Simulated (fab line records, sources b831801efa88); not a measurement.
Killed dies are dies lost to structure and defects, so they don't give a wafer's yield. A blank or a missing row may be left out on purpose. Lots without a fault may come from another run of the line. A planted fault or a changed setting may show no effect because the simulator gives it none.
Chamber matching | flow sky130 | SKY_VIA2_CMP_02 on cmp-01: 4 sister chambers
The step polishes SiO2. 8 wafers are shown with their chamber, then 12 later ones without.

WAFERS WITH THEIR CHAMBER
wafer  | chamber | motor_current_A (A) | retaining_ring_pressure_frac
L086.2 | 0       | 12.8                | 0.996
L089.4 | 2       | 12.2                | 1.009
L091.2 | 1       | 11.9                | 1.001
L091.3 | 3       | 12.8                | 1.002
L091.4 | 2       | 12.4                | 1.001
L094.2 | 3       | 12.6                | 1.000
L094.4 | 0       | 11.8                | 0.988
L094.6 | 1       | 12.0                | 0.994

WAFERS WITHOUT THEIR CHAMBER
wafer  | motor_current_A (A) | retaining_ring_pressure_frac
L093.4 | 12.4                | 0.999
L093.5 | 11.7                | 0.990
L093.6 | 13.1                | 0.999
L095.3 | 12.3                | 0.999
L095.4 | 13.3                | 1.003
L095.5 | 12.3                | 1.008
L096.4 | 12.4                | 0.998
L096.5 | 12.7                | 1.002
L096.6 | 13.4                | 1.005
L097.3 | 12.0                | 0.996
L097.4 | 12.0                | 1.002
L097.5 | 13.4                | 0.992

WHICH CHAMBER EACH WENT THROUGH
wafer  | from the rows above               | in truth
L093.4 | can't be placed: 3 or 1 or 2 or 0 | 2
L093.5 | can't be placed: 0 or 1 or 2 or 3 | 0
L093.6 | can't be placed: 3 or 2 or 0 or 1 | 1
L095.3 | can't be placed: 1 or 3 or 2 or 0 | 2
L095.4 | can't be placed: 3 or 2 or 0      | 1
L095.5 | can't be placed: 2 or 3 or 1      | 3
L096.4 | can't be placed: 3 or 1 or 0 or 2 | 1
L096.5 | can't be placed: 3 or 2           | 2
L096.6 | can't be placed: 3 or 2 or 0      | 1
L097.3 | can't be placed: 1 or 0 or 2 or 3 | 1
L097.4 | can't be placed: 1 or 2 or 3 or 0 | 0
L097.5 | can't be placed: 3 or 0 or 2 or 1 | 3
Placed correctly: 0 of 12. Can't be placed from these rows: 12 (the true chamber is among the candidates in 10). Placed wrongly: 0.
How it was worked out, from the rows above alone: a wafer's distance from a chamber is the root of the sum, over the readings, of the square of ((its reading less the chamber's mean) divided by the reading's scatter). The wafer belongs to the nearest chamber; if the next one is less than 2 further off, it can't be placed. A chamber's mean is the mean of its shown wafers. The scatter: the root of (the sum of the squares of (reading less its chamber's mean) over the shown wafers, divided by (wafers less chambers)).
